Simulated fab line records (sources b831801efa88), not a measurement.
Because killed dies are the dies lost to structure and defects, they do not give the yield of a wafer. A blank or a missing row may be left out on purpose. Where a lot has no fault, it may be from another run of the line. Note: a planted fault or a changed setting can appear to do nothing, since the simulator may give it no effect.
fab line records	flow sky130
record: lots: 12	wafers: 36	last_day: 50
route steps=708 shown VIA2@523 CAPM@538 METAL3@568 VIA3@575 PAD_OPEN@708
lots that met no fault: from a run of the same line without faults
start_h: start of the lot's first displayed wafer, in hours after the record's first day	wait_h: time in hours since the lot's previous step	" repeats the value in the row above	L1.1+2: several wafers, shown together as one row	- value missing, or start not given	* or withheld: withheld	< > ~ a bound
route shown NAME@n: a module of which the file shows steps, and the number in the route of the first	usual: average and standard deviation across the fault-free wafers	same: alike in all rows	chamber/n: place in a boat	sites: each site's reading	_std_site: standard deviation across them	_edge_site: the outer-site mean with the inner-site mean subtracted	radius_mm: for every site, how far away it sits from the centre of the wafer	mask NAME#n: copy n	behind: the last tool/chamber to shape the wafer	hold: cause of the lot's hold/its duration in hours/its outcome	device: the n, p or np transistor that did not switch	end of line: tests of these same wafers at the route's end	a step given without rows: its recipe and nothing more	killed: at the first sort, the dies lost to defects and structure; wafer yield is something else	map: shows each die of a wafer: x if killed, . if not, _ if none is there
set.NAME: the setting the step ran with; set.NAME@STEP: the setting that earlier step ran with	model.NAME: the simulator's own value behind a step, which no gauge read
a sample of lots followed through the steps of the route, with each step as a table and each wafer as a row
services: the hour from which a tool's chamber was out of use, counted from the record's first day as start_h (under 0 if before that day), plus the number of hours and why
== steps ==
step: SKY_VIA2_STRIP_16
recipe: chemistry: O2/N2	power_w: 1400	pressure_mtorr: 1500	platen_temp_c: withheld	o2_flow_sccm: 3000	n2_flow_sccm: 300	overash_fraction: 0.5
usual: drypump_motor_current_A: 5.7/0.52	oes_product_au: 0.398/0.0051	strip_time_to_endpoint_s: 4.047/0.027
lot.wafer	tool	chamber	start_h	wait_h	drypump_motor_current_A	oes_product_au	rf_hours_counter_h	strip_time_to_endpoint_s
L887.1	plasma_asher-02	1	851.10	0.0	5.6	0.395	105	4.025
L887.5	"	0	"	"	6.2	0.391	-	3.982
L887.6	"	1	"	"	5.6	0.400	-	4.066
L888.4	plasma_asher-04	0	860.44	0.1	6.0	0.399	-	4.086
L888.5	"	0	"	"	6.0	0.401	-	4.083
L888.6	"	1	"	"	5.4	0.406	-	4.058
L893.1	plasma_asher-02	0	889.95	0.0	6.2	0.397	109	4.047
L893.3	"	1	"	"	5.6	0.403	-	4.036
L893.5	"	0	"	"	6.2	0.407	-	4.044
L895.3	plasma_asher-04	0	910.37	0.1	6.0	0.406	-	4.085
L895.4	"	1	"	"	5.4	0.400	-	4.076
L895.6	"	0	"	"	6.0	0.403	-	4.058
L898.1	plasma_asher-01	1	929.10	0.0	4.8	0.402	18	4.038
L898.5	"	0	"	"	6.3	0.405	-	4.049
L898.6	"	1	"	"	4.8	0.405	-	4.067
L901.1	plasma_asher-04	1	952.60	0.0	5.3	0.400	53	4.023
L901.3	"	1	"	"	5.4	0.402	-	4.003
L901.4	"	0	"	"	6.0	0.400	-	4.007
L902.1	plasma_asher-04	1	973.63	0.0	5.4	0.391	55	3.980
L902.4	"	0	"	"	6.0	0.405	-	3.990
L902.5	"	1	"	"	5.4	0.405	-	4.012
L903.2	plasma_asher-04	1	976.65	0.0	5.4	0.398	55	4.013
L903.3	"	0	"	"	6.0	0.388	-	4.007
L903.5	"	0	"	"	6.0	0.398	-	3.998
L905.1	plasma_asher-01	1	982.60	0.0	4.8	0.405	22	4.041
L905.3	"	1	"	"	4.8	0.401	-	4.036
L905.5	"	1	"	"	4.8	0.398	-	4.044
L904.1	plasma_asher-04	1	998.13	0.0	5.4	0.402	57	4.081
L904.3	"	1	"	"	5.4	0.406	-	4.069
L904.5	"	0	"	"	6.0	0.394	-	4.031
L908.2	plasma_asher-02	1	1004.85	0.0	5.6	0.391	121	4.067
L908.4	"	1	"	"	5.6	0.395	-	4.035
L908.6	"	1	"	"	5.6	0.394	-	4.049
L910.1	plasma_asher-04	1	1009.00	0.0	5.4	0.390	59	4.036
L910.4	"	1	"	"	5.4	0.406	-	4.058
L910.5	"	1	"	"	5.4	0.395	-	4.054
step: SKY_CAPM_THK_MEAS_01
recipe: reads: SiO2_of_CAPM_CVD_00
usual: CAPM_CVD_00_THK: 15.40/0.23
lot.wafer	tool	chamber	start_h	wait_h	CAPM_CVD_00_THK[nm]
L887.1	film_metro-04	-	852.57	-	15.43
L887.5	"	-	"	"	15.63
L887.6	"	-	"	"	15.40
L888.4	film_metro-02	-	861.92	-	15.66
L888.5	"	-	"	"	15.42
L888.6	"	-	"	"	15.62
L893.1	film_metro-04	-	891.39	-	15.58
L893.3	"	-	"	"	15.08
L893.5	"	-	"	"	15.42
L895.3	film_metro-01	-	912.09	-	15.19
L895.4	"	-	"	"	15.51
L895.6	"	-	"	"	15.51
L898.1	film_metro-04	-	930.58	-	15.08
L898.5	"	-	"	"	15.49
L898.6	"	-	"	"	15.34
L901.1	film_metro-04	-	954.07	-	14.88
L901.3	"	-	"	"	15.47
L901.4	"	-	"	"	15.57
L902.1	film_metro-04	-	975.10	-	15.38
L902.4	"	-	"	"	15.84
L902.5	"	-	"	"	15.49
L903.2	film_metro-01	-	978.12	-	15.17
L903.3	"	-	"	"	15.14
L903.5	"	-	"	"	15.47
L905.1	film_metro-02	-	984.08	-	15.40
L905.3	"	-	"	"	15.15
L905.5	"	-	"	"	15.61
L904.1	film_metro-01	-	999.57	-	15.36
L904.3	"	-	"	"	15.35
L904.5	"	-	"	"	15.65
L908.2	film_metro-01	-	1006.38	-	15.32
L908.4	"	-	"	"	15.43
L908.6	"	-	"	"	15.40
L910.1	film_metro-04	-	1010.51	-	15.37
L910.4	"	-	"	"	15.51
L910.5	"	-	"	"	15.81
step: SKY_METAL3_METAL_ETCH_18
recipe: target_depth_a: 8450	stop_on: SiO2	over_etch_frac: 0.3	time_s: 183.1	chemistry: Cl2/BCl3	resist_sidewall_deg: 88	pressure_mtorr: 10	icp_w: 900	bias_w: 48.5	Cl2_flow_sccm: 60	bcl3_flow_sccm: 30
usual: drypump_motor_current_A: 5.7/0.4	he_backside_leak_sccm: 3.38/0.27	oes_product_au: 0.864/0.0073	throttle_valve_pct: 22.264/0.0092
same: over_etch_frac: 0.3
lot.wafer	tool	chamber	start_h	wait_h	drypump_motor_current_A	he_backside_leak_sccm	oes_product_au	rf_hours_counter_h	throttle_valve_pct
L887.1	rie_metal-04	0	903.88	0.0	5.9	3.55	0.870	20	22.269
L887.5	"	1	"	"	6.0	3.11	0.865	-	22.269
L887.6	"	0	"	"	5.9	3.61	0.870	-	22.260
L888.4	rie_metal-04	1	914.30	0.2	6.0	3.06	0.865	-	22.254
L888.5	"	1	"	"	6.0	3.13	0.873	-	22.269
L888.6	"	1	"	"	6.0	3.12	0.866	-	22.260
L893.1	rie_metal-01	0	943.19	0.0	5.9	3.46	0.872	12	22.279
L893.3	"	1	"	"	5.3	3.14	0.862	-	22.276
L893.5	"	1	"	"	5.3	3.14	0.865	-	22.258
L895.3	rie_metal-01	1	963.15	0.1	5.3	3.12	0.868	-	22.257
L895.4	"	0	"	"	5.9	3.27	0.882	-	22.275
L895.6	"	1	"	"	5.3	3.31	0.871	-	22.277
L898.1	rie_metal-01	1	980.20	0.0	5.3	3.10	0.866	12	22.277
L898.5	"	0	"	"	5.9	3.41	0.861	-	22.276
L898.6	"	1	"	"	5.3	3.27	0.859	-	22.265
L901.1	rie_metal-04	1	1002.94	0.0	6.0	4.58	0.866	15	22.265
L901.3	"	0	"	"	5.9	3.48	0.855	-	22.256
L901.4	"	1	"	"	6.0	3.11	0.876	-	22.244
L902.1	rie_metal-02	1	1023.27	0.0	6.1	3.54	0.853	15	22.239
L902.4	"	1	"	"	6.1	4.43	0.853	-	22.254
L902.5	"	0	"	"	5.0	3.54	0.859	-	22.261
L903.2	rie_metal-04	1	1024.68	0.0	6.0	3.15	0.859	17	22.281
L903.3	"	1	"	"	6.0	3.21	0.850	-	22.276
L903.5	"	0	"	"	5.8	3.47	0.849	-	22.260
L905.1	rie_metal-01	0	1031.22	0.0	5.9	3.32	0.863	16	22.267
L905.3	"	1	"	"	5.3	3.31	0.867	-	22.292
L905.5	"	0	"	"	6.0	3.16	0.858	-	22.270
L904.1	rie_metal-01	0	1046.48	0.0	5.9	3.55	0.861	17	22.261
L904.3	"	0	"	"	5.9	3.14	0.858	-	22.280
L904.5	"	0	"	"	5.9	3.24	0.861	-	22.277
L908.2	rie_metal-02	1	1052.63	0.0	6.1	3.49	0.861	17	22.261
L908.4	"	1	"	"	6.1	3.34	0.868	-	22.258
L908.6	"	1	"	"	6.1	3.29	0.859	-	22.267
L910.1	rie_metal-01	1	1056.29	0.0	5.3	3.15	0.860	17	22.268
L910.4	"	0	"	"	5.9	3.31	0.861	-	22.257
L910.5	"	0	"	"	5.9	3.35	0.865	-	22.240
step: SKY_VIA3_CMP_02
recipe: material: SiO2	down_force_psi: 4	platen_rpm: 60	pad_velocity_m_s: 0.94248
usual: edge_zone_pressure_frac: 1.000/0.0056	head_pressure_psi: 4.000/0.0082	motor_current_A: 12.1/1.6
lot.wafer	tool	chamber	start_h	wait_h	edge_zone_pressure_frac	head_pressure_psi	motor_current_A
L887.1	cmp-01	2	905.01	0.1	1.000	3.996	12.5
L887.5	"	1	"	"	1.002	3.997	12.4
L887.6	"	2	"	"	1.003	3.996	12.6
L888.4	cmp-02	1	915.79	0.2	0.994	4.011	10.7
L888.5	"	2	"	"	1.005	4.005	10.2
L888.6	"	3	"	"	1.004	4.009	10.1
L893.3	cmp-01	0	944.29	0.1	0.997	3.995	12.9
L893.1	"	1	"	"	0.999	4.006	12.6
L893.5	"	2	"	"	1.002	3.986	11.6
L895.3	cmp-01	3	964.18	0.1	0.993	3.999	14.2
L895.4	"	0	"	"	1.000	4.008	13.1
L895.6	"	3	"	"	0.995	3.997	13.7
L898.1	cmp-02	3	981.39	0.2	0.997	4.008	10.5
L898.6	"	0	"	"	0.991	3.983	14.3
L898.5	"	1	"	"	0.997	3.999	11.2
L901.4	cmp-02	1	1003.98	0.0	1.002	4.004	10.6
L901.1	"	2	"	"	0.995	4.002	10.0
L901.3	"	0	"	"	1.002	4.018	13.4
L902.4	cmp-01	3	1024.36	0.1	1.002	4.012	14.7
L902.1	"	0	"	"	0.998	3.997	12.4
L902.5	"	1	"	"	1.000	3.992	12.8
L903.3	cmp-01	0	1025.67	0.0	-	-	-
L903.2	"	3	"	"	-	-	-
L903.5	"	0	"	"	-	-	-
L905.1	cmp-02	1	1032.56	0.1	-	-	-
L905.3	"	0	"	"	-	-	-
L905.5	"	2	"	"	-	-	-
L904.3	cmp-01	0	1047.47	0.0	-	-	-
L904.1	"	1	"	"	-	-	-
L904.5	"	1	"	"	-	-	-
L908.4	cmp-01	0	1053.67	0.1	1.011	3.995	12.3
L908.2	"	1	"	"	0.992	4.016	13.3
L908.6	"	3	"	"	1.000	3.985	14.5
L910.4	cmp-01	3	1057.34	0.1	0.995	3.995	14.6
L910.1	"	1	"	"	1.006	4.011	12.8
L910.5	"	3	"	"	0.991	3.997	15.0
step: SKY_VIA3_BOW_MEAS_03
recipe: mode: bow
usual: VIA3_BOW: 80/7.7
lot.wafer	tool	chamber	start_h	wait_h	hold	VIA3_BOW[um]
L887.1	film_metro-03	-	905.26	0.2	-	96
L887.5	"	-	"	"	-	86
L887.6	"	-	"	"	-	80
L888.4	film_metro-02	-	916.00	0.2	-	76
L888.5	"	-	"	"	-	75
L888.6	"	-	"	"	-	77
L893.1	film_metro-03	-	944.49	0.1	-	89
L893.3	"	-	"	"	-	104
L893.5	"	-	"	"	-	92
L895.3	film_metro-01	-	964.47	0.2	-	75
L895.4	"	-	"	"	-	75
L895.6	"	-	"	"	-	74
L898.1	film_metro-01	-	981.54	0.1	-	80
L898.5	"	-	"	"	-	84
L898.6	"	-	"	"	-	74
L901.1	film_metro-01	-	1004.28	0.2	-	75
L901.3	"	-	"	"	-	66
L901.4	"	-	"	"	-	73
L902.1	film_metro-01	-	1024.56	0.1	-	79
L902.4	"	-	"	"	-	87
L902.5	"	-	"	"	-	93
L903.2	film_metro-03	-	1025.99	0.1	await_dispo/0.2h/release	143
L903.3	"	-	"	"	await_dispo/0.2h/release	137
L903.5	"	-	"	"	await_dispo/0.2h/release	135
L903.2	film_metro-03	-	1026.28	0.3	-	-
L903.3	"	-	"	"	-	-
L903.5	"	-	"	"	-	-
L905.1	film_metro-01	-	1032.86	0.2	await_dispo/0.2h/release	137
L905.3	"	-	"	"	await_dispo/0.2h/release	128
L905.5	"	-	"	"	await_dispo/0.2h/release	142
L905.1	film_metro-01	-	1033.14	0.3	-	-
L905.3	"	-	"	"	-	-
L905.5	"	-	"	"	-	-
L904.1	film_metro-01	-	1047.77	0.2	await_dispo/0.2h/release	127
L904.3	"	-	"	"	await_dispo/0.2h/release	133
L904.5	"	-	"	"	await_dispo/0.2h/release	141
L904.1	film_metro-01	-	1048.13	0.3	-	-
L904.3	"	-	"	"	-	-
L904.5	"	-	"	"	-	-
L908.2	film_metro-01	-	1053.94	0.2	-	79
L908.4	"	-	"	"	-	75
L908.6	"	-	"	"	-	71
L910.1	film_metro-02	-	1057.59	0.1	-	92
L910.4	"	-	"	"	-	79
L910.5	"	-	"	"	-	82
step: SKY_PAD_OPEN_PROBE_99
usual: defect_limited_yield: 82.6/1.8	killed_at_M0_to_M3: 44/6.3	killed_at_M4_up: 2.8/1.7	killed_at_contacts: 25/5.8	killed_at_front_end: 14/4.4	killed_at_other: 0.3/0.49	killed_dies: 86/8.7	killed_open: 48/5.8	killed_short: 38/6	sort_bin_3_pad_short: 0.8/0.39	sort_bin_5_function: 10.4/1.4	sort_bin_6_memory: 6.2/1.1	sort_n_pass: 406/8.7	sort_yield_pct: 82.6/1.8
same: gross_dies: 492	killed_at_back_side: 0	sort_bin_4_leakage[%]: 0	sort_bin_8_speed[%]: 0
lot.wafer	tool	chamber	start_h	wait_h	defect_limited_yield[%]	killed_at_M0_to_M3	killed_at_M4_up	killed_at_contacts	killed_at_front_end	killed_at_other	killed_dies	killed_open	killed_short	sort_bin_3_pad_short[%]	sort_bin_5_function[%]	sort_bin_6_memory[%]	sort_n_pass	sort_yield_pct[%]
L893.1	prober-02	-	1109.83	0.1	80.9	47	4	19	23	1	94	44	50	0.6	11.6	6.9	398	80.9
L893.3	prober-02	-	1109.93	0.2	82.5	33	4	30	18	1	86	49	37	1.0	11.4	5.1	406	82.5
L893.5	prober-02	-	1110.03	0.2	85.2	45	1	17	10	0	73	44	29	0.6	8.3	5.9	419	85.2
L898.1	prober-01	-	1139.53	0.1	85.2	39	0	21	13	0	73	48	25	0.8	8.7	5.3	419	85.2
L898.5	prober-01	-	1139.73	0.2	84.8	44	2	17	12	0	75	45	30	0.6	7.1	7.5	417	84.8
L898.6	prober-01	-	1139.78	0.2	82.5	39	0	27	20	0	86	44	42	1.2	9.3	6.9	406	82.5
L902.1	prober-01	-	1173.27	0.1	80.3	45	3	33	15	1	97	45	52	1.2	11.2	7.3	395	80.3
L902.4	prober-01	-	1173.42	0.2	80.7	45	0	37	13	0	95	55	40	0.4	12.0	6.9	397	80.7
L902.5	prober-01	-	1173.47	0.2	84.8	35	3	23	13	1	75	43	32	0.8	8.7	5.7	417	84.8
killed by level:class
L893.1 METAL2:geometric_particle:short=12 VIA1:geometric_particle:open=9 FIELD_ISO:geometric_particle:short=8 FIELD_ISO:geometric_particle:open=7 VIA3:geometric_particle:open=6 LI_CONTACT:geometric_particle:open=5 CONTACT:geometric_particle:short=5 VIA1:geometric_particle:short=5
L893.3 LI_CONTACT:geometric_particle:open=11 VIA3:geometric_particle:open=9 CONTACT:geometric_particle:open=8 VIA1:geometric_particle:open=7 POLY_GATE:geometric_particle:short=5 CONTACT:geometric_particle:short=5 METAL1:geometric_particle:short=5 FIELD_ISO:geometric_particle:open=4
L893.5 VIA1:geometric_particle:open=10 VIA1:geometric_particle:short=9 VIA2:geometric_particle:open=6 LI_CONTACT:geometric_particle:open=5 METAL2:geometric_particle:short=5 CONTACT:geometric_particle:open=4 POLY_GATE:geometric_particle:open=3 LOCAL_INTERCONNECT:geometric_particle:short=3
L898.1 VIA1:geometric_particle:open=11 VIA3:geometric_particle:open=10 LI_CONTACT:geometric_particle:open=6 CONTACT:geometric_particle:open=5 FIELD_ISO:geometric_particle:open=4 VIA2:geometric_particle:open=4 POLY_GATE:geometric_particle:open=3 METAL2:geometric_particle:short=3
L898.5 VIA1:geometric_particle:open=13 CONTACT:geometric_particle:open=8 VIA2:geometric_particle:open=7 VIA3:geometric_particle:open=7 METAL1:geometric_particle:short=6 FIELD_ISO:geometric_particle:short=3 LI_CONTACT:geometric_particle:open=3 CONTACT:geometric_particle:short=3
L898.6 CONTACT:geometric_particle:short=10 VIA1:geometric_particle:open=9 POLY_GATE:geometric_particle:open=8 LI_CONTACT:geometric_particle:open=7 POLY_GATE:geometric_particle:short=7 CONTACT:geometric_particle:open=6 VIA3:geometric_particle:open=5 VIA1:geometric_particle:short=5
L902.1 CONTACT:geometric_particle:open=11 METAL2:geometric_particle:short=9 METAL1:geometric_particle:short=9 LI_CONTACT:geometric_particle:open=8 VIA2:geometric_particle:open=8 VIA1:geometric_particle:short=6 SPACER:geometric_particle:short=5 LI_CONTACT:geometric_particle:short=4
L902.4 CONTACT:geometric_particle:open=15 VIA2:geometric_particle:open=8 VIA1:geometric_particle:open=7 LI_CONTACT:geometric_particle:open=6 CONTACT:geometric_particle:short=6 POLY_GATE:geometric_particle:open=5 LOCAL_INTERCONNECT:geometric_particle:short=5 LI_CONTACT:geometric_particle:short=4
L902.5 CONTACT:geometric_particle:open=10 VIA1:geometric_particle:open=9 POLY_GATE:geometric_particle:short=5 POLY_GATE:geometric_particle:open=5 LOCAL_INTERCONNECT:geometric_particle:short=5 VIA1:geometric_particle:short=5 VIA3:geometric_particle:open=5 VIA2:geometric_particle:open=4
== services ==
tool	chamber	start_h	hours	kind
cmp-02	-	834.17	0.7	repair
plasma_asher-02	-	837.83	1.2	repair
plasma_asher-04	-	837.98	1.5	repair
plasma_asher-01	-	844.24	4.9	repair
plasma_asher-01	-	850.59	5.1	repair
plasma_asher-02	-	859.40	1.2	repair
rie_metal-01	-	864.23	1.4	pm
cmp-02	-	864.27	1.7	repair
cmp-01	-	874.33	4.6	pm
rie_metal-04	1	896.64	3.8	repair
cmp-02	-	898.17	2.1	repair
rie_metal-04	0	911.39	-	clean
rie_metal-04	0	911.39	16.2	scheduled_down
cmp-01	-	912.28	4.0	pm
cmp-01	-	916.28	-	consumable_replace:conditioner
cmp-01	-	916.28	-	consumable_replace:pad
cmp-01	-	917.64	2.4	repair
cmp-01	-	920.45	1.3	repair
cmp-01	-	932.30	0.8	repair
plasma_asher-01	-	944.42	5.5	repair
cmp-01	-	949.94	2.2	repair
cmp-02	-	1039.62	4.8	pm
cmp-01	-	1041.08	0.5	repair
plasma_asher-02	-	1055.25	9.0	pm
== key ==
first_sign: step: SKY_VIA3_CMP_02	reading: tool_record	direction: missing
effect: step: SKY_VIA3_BOW_MEAS_03	reading: visit	direction: added
effect: step: SKY_VIA3_BOW_MEAS_03	reading: VIA3_BOW	direction: up	sigmas: 7.2	usual: 80	struck: 136
met_at SKY_VIA3_CMP_02
struck_lots L903,L904,L905
scrapped_behind SKY_VIA3_BOW_MEAS_03 L903.2,L903.3,L903.5,L904.1,L904.3,L904.5,L905.1,L905.3,L905.5
not_acting_at SKY_VIA2_STRIP_16,SKY_CAPM_THK_MEAS_01,SKY_METAL3_METAL_ETCH_18
onset_between 1024.36 1025.67
fault: kind: skipped_step_whole	tool: cmp-01,cmp-02	chamber: -	onset_h: 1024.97	steps: SKY_VIA3_CMP_02	scope: struck_lots_only
